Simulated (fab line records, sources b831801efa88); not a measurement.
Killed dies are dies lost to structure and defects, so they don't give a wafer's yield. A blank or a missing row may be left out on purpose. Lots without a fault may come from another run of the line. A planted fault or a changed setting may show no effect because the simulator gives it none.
Problem report in the 8D (eight disciplines) form, filled by code | flow gf180mcu | the parts of the form that need people (team, actions taken, sign-off) are left out

1. THE PROBLEM
DUAL_GATE_OXIDATION_00_THK at GF_DUAL_GATE_THK_MEAS_03 reads a mean of 9.91 nm on 6 wafers of 2 lots; wafers without a fault read 10.95 nm with a standard deviation of 0.2. That is -5.2 standard deviations from the usual mean.
First seen on wafer L223.2, day 10 20:41, on film_metro-04. The record holds 39 wafers of 13 lots with a number at this step. Rule for "out", or "out of limits": more than 4 standard deviations from the usual mean. The other wafers with a number count as sound.

2. WHAT IT IS AND WHAT IT IS NOT
question                    | is                           | is not
which readings at this step | DUAL_GATE_OXIDATION_00_THK   | -
which lots                  | L223, L224                   | L213, L214, L215, L216, L217, L218, L220, L231, L233, L235, L236
which wafers of those lots  | all that have a number       | -
read on which gauges        | film_metro-03, film_metro-04 | film_metro-02
when                        | from day 10 20:41            | up to then (21 sound wafers); but 12 sound wafers of L231, L233, L235, L236 came after

3. SUSPECTS, AND WHAT RULES EACH OUT
Counting: a tool at a process step up to the reading stays a suspect if it ran every lot that is out and no sound lot after the first of them.
- the gauge at GF_DUAL_GATE_THK_MEAS_03: ruled out. The wafers that are out were read on 2 gauges (film_metro-03, film_metro-04).
- furnace-02 at GF_DUAL_GATE_OXIDATION_02 (stabilise 600 s, purge 300 s, target thk 10.887 nm): ruled out as a lasting fault. Sound lots L235 ran on it after its first lot that is out, L223 (day 10 19:14).
Left after counting: nothing in the record.

4. THE CAUSE (what the simulator had put in)
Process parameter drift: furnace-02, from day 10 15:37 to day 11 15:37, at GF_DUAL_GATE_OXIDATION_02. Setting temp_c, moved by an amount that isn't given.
Counting ruled it out, wrongly: the rule takes a fault to strike every lot that its tool runs from its start on, and this one did not.

5. THE CHAIN OF EFFECTS, in route order
Each row: a reading whose mean over the struck wafers that have a number lies more than 3 standard deviations from the usual. Only readings for which the record gives a usual standard deviation are gone through. hours: the time from each lot's start at the first step in this table that gives one to its start at this step, as a median over the lots. sigmas: the change in usual standard deviations.
hours | step                      | reading                    | usual    | on struck wafers | change | sigmas
0     | GF_DUAL_GATE_OXIDATION_02 | spike_tc_centre_C          | 900.8 C  | 890.0            | -10.8  | -12
0     | GF_DUAL_GATE_OXIDATION_02 | spike_tc_lower_C           | 899.6 C  | 889.8            | -9.8   | -7.0
0     | GF_DUAL_GATE_OXIDATION_02 | spike_tc_top_C             | 911.9 C  | 901.8            | -10.1  | -10
0     | GF_DUAL_GATE_OXIDATION_02 | spike_tc_upper_C           | 899.2 C  | 890.0            | -9.2   | -4.6
0     | GF_DUAL_GATE_OXIDATION_02 | tube_center_temp_C         | 900 C    | 890              | -10    | -99 or more
0     | GF_DUAL_GATE_OXIDATION_02 | tube_center_temp_C_max     | 902.3    | 891.7            | -10.6  | -28
1     | GF_DUAL_GATE_THK_MEAS_03  | DUAL_GATE_OXIDATION_00_THK | 10.95 nm | 9.91             | -1.04  | -5.2
The process steps in it:
- GF_DUAL_GATE_OXIDATION_02: stabilise 600 s, purge 300 s, target thk 10.887 nm.
Later measuring or inspecting steps at which every struck wafer that the step has a row for has a number for every such reading, and none has moved that far: GF_CONTACT_THK_MEAS_26.

6. WHAT WOULD HAVE CAUGHT IT SOONER
In this record the first reading out of limits at a measuring or inspecting step was taken at day 10 20:41, 5 hours after the fault began at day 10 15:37.
The tool's own readings at GF_DUAL_GATE_OXIDATION_02 were out on every struck wafer that the step has a row for (spike_tc_centre_C, spike_tc_lower_C, spike_tc_top_C, tube_center_temp_C, tube_center_temp_C_max): an alarm limit on them would have fired on the first of those.
